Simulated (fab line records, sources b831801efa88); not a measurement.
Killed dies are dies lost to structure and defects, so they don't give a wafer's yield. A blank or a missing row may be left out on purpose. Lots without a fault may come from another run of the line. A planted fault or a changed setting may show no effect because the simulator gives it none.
Chamber matching | flow sky130 | SKY_VIA1_ETCH_15 on rie_diel-03: 4 sister chambers
The step etches SiO2 in C4F8/O2/Ar, stops on TiN, target depth 351 nm, time 54 s. 16 wafers are shown with their chamber, then 8 later ones without.

WAFERS WITH THEIR CHAMBER
wafer  | chamber | oes_product_au (a.u.)
L074.2 | 2       | 0.979
L074.5 | 0       | 0.978
L074.6 | 3       | 0.977
L078.2 | 0       | 0.983
L078.3 | 1       | 0.989
L078.5 | 0       | 0.972
L080.2 | 3       | 0.980
L080.4 | 2       | 0.977
L080.6 | 1       | 0.981
L082.1 | 2       | 0.984
L082.3 | 1       | 0.975
L082.4 | 3       | 0.986
L087.3 | 3       | 0.981
L087.4 | 1       | 0.989
L087.5 | 2       | 0.973
L093.2 | 2       | 0.988

SIGNATURES (means of the wafers above)
reading        | chamber 0 | chamber 1 | chamber 2 | chamber 3 | scatter within a chamber
oes_product_au | 0.97767   | 0.98350   | 0.98020   | 0.98100   | 0.00563
Rule: a wafer's distance from a chamber is the root of the sum, over the readings, of the square of ((its reading less the chamber's mean) divided by the reading's scatter). The wafer belongs to the nearest chamber; if the next one is less than 2 further off, it can't be placed. The scatter: the root of (the sum of the squares of (reading less its chamber's mean) over the shown wafers, divided by (wafers less chambers)).

WAFERS WITHOUT THEIR CHAMBER
wafer  | oes_product_au (a.u.)
L093.5 | 0.980
L093.6 | 0.983
L096.2 | 0.984
L096.4 | 0.989
L096.5 | 0.984
L097.1 | 0.976
L097.5 | 0.976
L097.6 | 0.981

WHICH CHAMBER EACH WENT THROUGH
wafer  | from the rows above               | in truth
L093.5 | can't be placed: 2 or 3 or 0 or 1 | 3
L093.6 | can't be placed: 1 or 3 or 2 or 0 | 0
L096.2 | can't be placed: 1 or 3 or 2 or 0 | 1
L096.4 | can't be placed: 1 or 3 or 2 or 0 | 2
L096.5 | can't be placed: 1 or 3 or 2 or 0 | 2
L097.1 | can't be placed: 0 or 2 or 3 or 1 | 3
L097.5 | can't be placed: 0 or 2 or 3 or 1 | 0
L097.6 | can't be placed: 3 or 2 or 1 or 0 | 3
Placed correctly: 0 of 8. Can't be placed from these rows: 8 (the true chamber is among the candidates in 8). Placed wrongly: 0.
